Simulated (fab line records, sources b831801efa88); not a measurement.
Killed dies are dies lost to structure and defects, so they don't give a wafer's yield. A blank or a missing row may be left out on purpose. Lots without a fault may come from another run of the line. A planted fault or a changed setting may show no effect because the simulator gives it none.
A struck lot beside a sound one | flow gf180mcu | 15 steps out of a route of 602
Sound: wafers L793.1, L793.4, L793.5. Struck: wafers L788.1, L788.2, L788.5. The cause comes at the end.
At each step with rows: each side's tool, then ch and its chambers, then its first start. Under that, the readings that differ: sound wafers | struck wafers | difference of the means | sigmas: that difference in standard deviations of wafers without a fault.
alike: readings whose means differ by less than 2 such deviations, and words and numbers that are the same on both sides. not compared: withheld readings, readings that some wafer has no value for, bounds like >300 that may hide the same value, and numbers for which the record gives no deviation and whose values overlap.
The two part at a step that has a row with sigmas, a row that says differs or no value, or rows on one side only. Numbers that don't overlap but have no deviation are shown without sigmas and don't part them. A reading that every wafer of one side lacks parts them only if that side has two wafers or more.

first, 3 steps without rows for these wafers: GF_PSD_EXPOSE_04 (exposes mask Pplus, target cd 400 nm); GF_PSD_PEB_05; GF_PSD_DEVELOP_06 (develop time 60 s).
GF_PSD_CD_MEAS_07: target cd 400 nm.
  sound on cd_sem-01, day 19 02:01; struck on cd_sem-01, day 17 04:12
  alike: cd_nm
GF_PSD_OVL_MEAS_08:
  sound on overlay-01, day 19 02:08; struck on overlay-01, day 17 04:19
  alike: PSD_OVL
then, 1 step without rows for these wafers: GF_PSD_IMPLANT_09.
GF_PSD_STRIP_10: strips in O2/N2.
  sound on plasma_asher-03 ch 1, day 19 02:19; struck on plasma_asher-03 ch 0,1, day 17 04:30
  alike: drypump_motor_current_A, heater_power_w, oes_product_au, strip_time_to_endpoint_s
  not compared: rf_hours_counter_h
GF_PSD_TW_MEAS_11:
  sound on film_metro-03, day 19 02:25; struck on film_metro-01, day 17 04:36
  alike: PSD_TW
then, 1 step without rows for these wafers: GF_PSD_CLEAN_12 (cleans in SC1/SC2, time 150 s).
GF_PSD_RTA_13: time 20 s.
  sound on rtp_anneal-02 ch 0, day 19 02:32; struck on rtp_anneal-02 ch 0, day 17 04:43
  alike: lamp_power_pct, wafer_temp_C_max
GF_PSD_RS_MEAS_14: measures by four-point-probe.
  sound on film_metro-03, day 19 02:37; struck on film_metro-03, day 17 04:48
  alike: NSD_RS
GF_PSD_RS_MEAS_15: measures by four-point-probe.
  sound on film_metro-03, day 19 02:44; struck on film_metro-03, day 17 04:55
  alike: PSD_RS
GF_SAB_CVD_00: deposits SiO2 from TEOS, target thk 50 nm, time 4.9302 s.
  sound on pecvd-03 ch 0,2, day 19 02:51; struck on pecvd-02 ch 0,2, day 17 05:14
  alike: heater_power_w, susceptor_temp_C
GF_SAB_THK_MEAS_01:
  sound on film_metro-04, day 19 02:52; struck on film_metro-02, day 17 05:34
  reading             | sound          | struck          | difference | sigmas
  SAB_CVD_00_THK (nm) | 49.8 51.7 51.2 | 98.0 99.2 100.3 | +48.3      | +77
then, 1 step without rows for these wafers: GF_PASSIVATION_PROBE_99.

WHERE THEY PART
Only at GF_SAB_THK_MEAS_01, within this record.

WHY: what the simulator had put in
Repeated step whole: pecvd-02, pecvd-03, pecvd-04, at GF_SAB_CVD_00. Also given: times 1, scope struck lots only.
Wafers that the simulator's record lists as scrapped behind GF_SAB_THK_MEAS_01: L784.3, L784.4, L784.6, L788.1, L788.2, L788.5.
